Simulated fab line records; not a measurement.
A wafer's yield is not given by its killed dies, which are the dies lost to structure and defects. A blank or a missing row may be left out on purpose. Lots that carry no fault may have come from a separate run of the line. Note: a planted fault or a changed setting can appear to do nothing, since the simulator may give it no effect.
Which tool is to blame? || flow gf180mcu || 12 lots, 36 wafers sampled, at 5 steps of a route of 602

== WHAT THE GAUGES READ, wafer by wafer ==
GF_M5_CD_MEAS_07 targets a cd of 280 nm.
{"lot": "L498", "measured": "day 26 17:37", "on": "cd sem-01", "cd nm (nm)": "278.7 279.0 278.9"}
{"lot": "L499", "measured": "day 26 21:52", "on": "cd sem-02", "cd nm (nm)": "280.4 280.0 281.1"}
{"lot": "L501", "measured": "day 27 14:19", "on": "cd sem-02", "cd nm (nm)": "279.6 279.5 280.2"}
{"lot": "L502", "measured": "day 27 21:31", "on": "cd sem-01", "cd nm (nm)": "282.4 281.5 281.6"}
{"lot": "L503", "measured": "day 28 02:49", "on": "cd sem-02", "cd nm (nm)": "280.8 280.0 280.4"}
{"lot": "L504", "measured": "day 28 17:26", "on": "cd sem-01", "cd nm (nm)": "279.0 278.5 278.9"}
{"lot": "L506", "measured": "day 28 23:50", "on": "cd sem-02", "cd nm (nm)": "277.5 278.8 279.2"}
{"lot": "L507", "measured": "day 29 15:07", "on": "cd sem-01", "cd nm (nm)": "279.1 278.0 278.8"}
{"lot": "L508", "measured": "day 29 17:04", "on": "cd sem-02", "cd nm (nm)": "280.1 280.8 280.7"}
{"lot": "L511", "measured": "day 30 12:43", "on": "cd sem-02", "cd nm (nm)": "279.9 281.4 281.2"}
{"lot": "L513", "measured": "day 31 00:31", "on": "cd sem-01", "cd nm (nm)": "278.2 254.2 255.8"}
{"lot": "L519", "measured": "day 32 18:34", "on": "cd sem-01", "cd nm (nm)": "278.6 280.6 281.0"}

== WHICH TOOL RAN EACH LOT (tool, then ch and the chambers of the sampled wafers, then the start) ==
{"lot": "L498", "GF_V4_ETCH_17": "rie diel-01 ch 1,2,3, day 25 00:13 or earlier", "GF_MIM_SPUTTER_07": "pvd sputter-02, day 25 00:13", "GF_MIM_SPUTTER_09": "pvd sputter-02, day 25 00:17", "GF_M5_EXPOSE_04": "krf scanner-02 ch 0, day 26 07:08"}
{"lot": "L499", "GF_V4_ETCH_17": "rie diel-01 ch 0,3, day 25 03:54 or earlier", "GF_MIM_SPUTTER_07": "pvd sputter-02, day 25 03:54", "GF_MIM_SPUTTER_09": "pvd sputter-02, day 25 03:58", "GF_M5_EXPOSE_04": "krf scanner-02 ch 0, day 26 10:58"}
{"lot": "L501", "GF_V4_ETCH_17": "rie diel-01 ch 1,2, day 25 21:07 or earlier", "GF_MIM_SPUTTER_07": "pvd sputter-03, day 25 21:07", "GF_MIM_SPUTTER_09": "pvd sputter-03, day 25 21:11", "GF_M5_EXPOSE_04": "krf scanner-01 ch 0, day 27 04:19"}
{"lot": "L502", "GF_V4_ETCH_17": "rie diel-04 ch 0,1,2, day 26 03:11 or earlier", "GF_MIM_SPUTTER_07": "pvd sputter-01, day 26 03:11", "GF_MIM_SPUTTER_09": "pvd sputter-01, day 26 03:15", "GF_M5_EXPOSE_04": "krf scanner-01 ch 0, day 27 11:04"}
{"lot": "L503", "GF_V4_ETCH_17": "rie diel-03 ch 0,1,3, day 26 09:09 or earlier", "GF_MIM_SPUTTER_07": "pvd sputter-03, day 26 09:09", "GF_MIM_SPUTTER_09": "pvd sputter-03, day 26 09:13", "GF_M5_EXPOSE_04": "krf scanner-02 ch 0, day 27 17:23"}
{"lot": "L504", "GF_V4_ETCH_17": "rie diel-04 ch 1,2, day 27 02:03 or earlier", "GF_MIM_SPUTTER_07": "pvd sputter-01, day 27 02:03", "GF_MIM_SPUTTER_09": "pvd sputter-01, day 27 02:07", "GF_M5_EXPOSE_04": "krf scanner-02 ch 0, day 28 07:28"}
{"lot": "L506", "GF_V4_ETCH_17": "rie diel-04 ch 1,2,3, day 27 08:31 or earlier", "GF_MIM_SPUTTER_07": "pvd sputter-01, day 27 08:31", "GF_MIM_SPUTTER_09": "pvd sputter-01, day 27 08:34", "GF_M5_EXPOSE_04": "krf scanner-01 ch 0, day 28 14:53"}
{"lot": "L507", "GF_V4_ETCH_17": "rie diel-03 ch 1,2,3, day 27 23:41 or earlier", "GF_MIM_SPUTTER_07": "pvd sputter-02, day 27 23:41", "GF_MIM_SPUTTER_09": "pvd sputter-02, day 27 23:45", "GF_M5_EXPOSE_04": "krf scanner-01 ch 0, day 29 05:04"}
{"lot": "L508", "GF_V4_ETCH_17": "rie diel-04 ch 1,3, day 28 02:00 or earlier", "GF_MIM_SPUTTER_07": "pvd sputter-01, day 28 02:00", "GF_MIM_SPUTTER_09": "pvd sputter-01, day 28 02:04", "GF_M5_EXPOSE_04": "krf scanner-01 ch 0, day 29 07:41"}
{"lot": "L511", "GF_V4_ETCH_17": "rie diel-01 ch 0,1,3, day 28 23:32 or earlier", "GF_MIM_SPUTTER_07": "pvd sputter-01, day 28 23:32", "GF_MIM_SPUTTER_09": "pvd sputter-01, day 28 23:37", "GF_M5_EXPOSE_04": "krf scanner-02 ch 0, day 30 03:46"}
{"lot": "L513", "GF_V4_ETCH_17": "rie diel-04 ch 0,2, day 29 11:58 or earlier", "GF_MIM_SPUTTER_07": "pvd sputter-02, day 29 11:58", "GF_MIM_SPUTTER_09": "pvd sputter-02, day 29 12:02", "GF_M5_EXPOSE_04": "krf scanner-01 ch 0, day 30 15:52"}
{"lot": "L519", "GF_V4_ETCH_17": "rie diel-01 ch 2,3, day 31 08:20 or earlier", "GF_MIM_SPUTTER_07": "pvd sputter-01, day 31 08:20", "GF_MIM_SPUTTER_09": "pvd sputter-01, day 31 08:24", "GF_M5_EXPOSE_04": "krf scanner-02 ch 0, day 32 09:59"}
- GF_V4_ETCH_17: etches SiO2 in C4F8/O2/Ar, stops on TiN, target depth 630 nm.
- GF_MIM_SPUTTER_07: material TiN, target thk 60 nm, time 50 s.
- GF_MIM_SPUTTER_09: material TiN, target thk 35 nm, time 29.2 s.
- GF_M5_EXPOSE_04: exposes mask Metal5, target cd 280 nm.

== AS READ BY THE TOOLS THEMSELVES (means over the sampled wafers that have a number; for cases with no such wafer, the mark the record gives instead) ==
GF_V4_ETCH_17.
{"lot": "L498", "tool": "rie diel-01", "oes product au (a.u.)": 0.854}
{"lot": "L499", "tool": "rie diel-01", "oes product au (a.u.)": 0.857}
{"lot": "L501", "tool": "rie diel-01", "oes product au (a.u.)": 0.858}
{"lot": "L502", "tool": "rie diel-04", "oes product au (a.u.)": 0.853}
{"lot": "L503", "tool": "rie diel-03", "oes product au (a.u.)": 0.855}
{"lot": "L504", "tool": "rie diel-04", "oes product au (a.u.)": 0.858}
{"lot": "L506", "tool": "rie diel-04", "oes product au (a.u.)": 0.858}
{"lot": "L507", "tool": "rie diel-03", "oes product au (a.u.)": 0.856}
{"lot": "L508", "tool": "rie diel-04", "oes product au (a.u.)": 0.857}
{"lot": "L511", "tool": "rie diel-01", "oes product au (a.u.)": 0.856}
{"lot": "L513", "tool": "rie diel-04", "oes product au (a.u.)": 0.853}
{"lot": "L519", "tool": "rie diel-01", "oes product au (a.u.)": 0.858}

GF_MIM_SPUTTER_07.
{"lot": "L498", "tool": "pvd sputter-02", "throttle valve pct (%)": 30.4}
{"lot": "L499", "tool": "pvd sputter-02", "throttle valve pct (%)": 30.5}
{"lot": "L501", "tool": "pvd sputter-03", "throttle valve pct (%)": 29.0}
{"lot": "L502", "tool": "pvd sputter-01", "throttle valve pct (%)": 29.7}
{"lot": "L503", "tool": "pvd sputter-03", "throttle valve pct (%)": 29.5}
{"lot": "L504", "tool": "pvd sputter-01", "throttle valve pct (%)": 29.9}
{"lot": "L506", "tool": "pvd sputter-01", "throttle valve pct (%)": 29.8}
{"lot": "L507", "tool": "pvd sputter-02", "throttle valve pct (%)": 29.6}
{"lot": "L508", "tool": "pvd sputter-01", "throttle valve pct (%)": 29.8}
{"lot": "L511", "tool": "pvd sputter-01", "throttle valve pct (%)": 30.1}
{"lot": "L513", "tool": "pvd sputter-02", "throttle valve pct (%)": 29.3}
{"lot": "L519", "tool": "pvd sputter-01", "throttle valve pct (%)": 30.2}

GF_MIM_SPUTTER_09.
{"lot": "L498", "tool": "pvd sputter-02", "throttle valve pct (%)": 30.1}
{"lot": "L499", "tool": "pvd sputter-02", "throttle valve pct (%)": 30.4}
{"lot": "L501", "tool": "pvd sputter-03", "throttle valve pct (%)": 29.3}
{"lot": "L502", "tool": "pvd sputter-01", "throttle valve pct (%)": 29.7}
{"lot": "L503", "tool": "pvd sputter-03", "throttle valve pct (%)": 29.5}
{"lot": "L504", "tool": "pvd sputter-01", "throttle valve pct (%)": 29.9}
{"lot": "L506", "tool": "pvd sputter-01", "throttle valve pct (%)": 29.7}
{"lot": "L507", "tool": "pvd sputter-02", "throttle valve pct (%)": 29.6}
{"lot": "L508", "tool": "pvd sputter-01", "throttle valve pct (%)": 30.0}
{"lot": "L511", "tool": "pvd sputter-01", "throttle valve pct (%)": 30.0}
{"lot": "L513", "tool": "pvd sputter-02", "throttle valve pct (%)": 29.2}
{"lot": "L519", "tool": "pvd sputter-01", "throttle valve pct (%)": 30.3}

GF_M5_EXPOSE_04.
{"lot": "L498", "tool": "krf scanner-02", "exposure dose mJ cm2": 27.992}
{"lot": "L499", "tool": "krf scanner-02", "exposure dose mJ cm2": 28.020}
{"lot": "L501", "tool": "krf scanner-01", "exposure dose mJ cm2": 27.985}
{"lot": "L502", "tool": "krf scanner-01", "exposure dose mJ cm2": 28.002}
{"lot": "L503", "tool": "krf scanner-02", "exposure dose mJ cm2": 27.990}
{"lot": "L504", "tool": "krf scanner-02", "exposure dose mJ cm2": 28.020}
{"lot": "L506", "tool": "krf scanner-01", "exposure dose mJ cm2": 27.991}
{"lot": "L507", "tool": "krf scanner-01", "exposure dose mJ cm2": 27.984}
{"lot": "L508", "tool": "krf scanner-01", "exposure dose mJ cm2": 28.017}
{"lot": "L511", "tool": "krf scanner-02", "exposure dose mJ cm2": 28.001}
{"lot": "L513", "tool": "krf scanner-01", "exposure dose mJ cm2": 27.011}
{"lot": "L519", "tool": "krf scanner-02", "exposure dose mJ cm2": 27.973}

== THE ANSWER, worked out from the rows above alone ==
Rule: what is usual is taken from the lots themselves. The widest of any qualifying gaps counts: lots, ordered by their means at a reading, are off when they make up no more than a third of the lots, leave a main group of 4 or more, and stand apart from it by 3 or more times the standard deviation of that group's means. If all means in a main group match to the digits the tables above print for the reading, that group is not used. Also off: a lot with no number at a reading for which 4 or more lots have one. The other lots that the step has rows for count as sound. First the gauges in route order, then the tools' own readings, where a lot's mean is used as printed above. At the first step where some lot is off, the reading lying furthest off is the one used; lots without a number count as furthest.
Off: L513, at GF_M5_CD_MEAS_07 (cd nm). The main group has a mean of 279.9 nm with a standard deviation of 1.
If a tool, at a process step before that reading, ran all the lots that are off and no sound lot after the first of them, it fits. Not tried: the gauges at GF_M5_CD_MEAS_07; whatever is off there is also off at GF_M5_EXPOSE_04, on other tools, and gauge error can't account for it. Because GF_V4_ETCH_17 lacks a start for some lots, the hours and order of its lots are taken from GF_MIM_SPUTTER_07. Can't be told from this: 3 tools fit, rie diel-04 at GF_V4_ETCH_17, pvd sputter-02 at GF_MIM_SPUTTER_07 and GF_MIM_SPUTTER_09, krf scanner-01 at GF_M5_EXPOSE_04.

== WHAT THE SIMULATOR HAD INSERTED ==
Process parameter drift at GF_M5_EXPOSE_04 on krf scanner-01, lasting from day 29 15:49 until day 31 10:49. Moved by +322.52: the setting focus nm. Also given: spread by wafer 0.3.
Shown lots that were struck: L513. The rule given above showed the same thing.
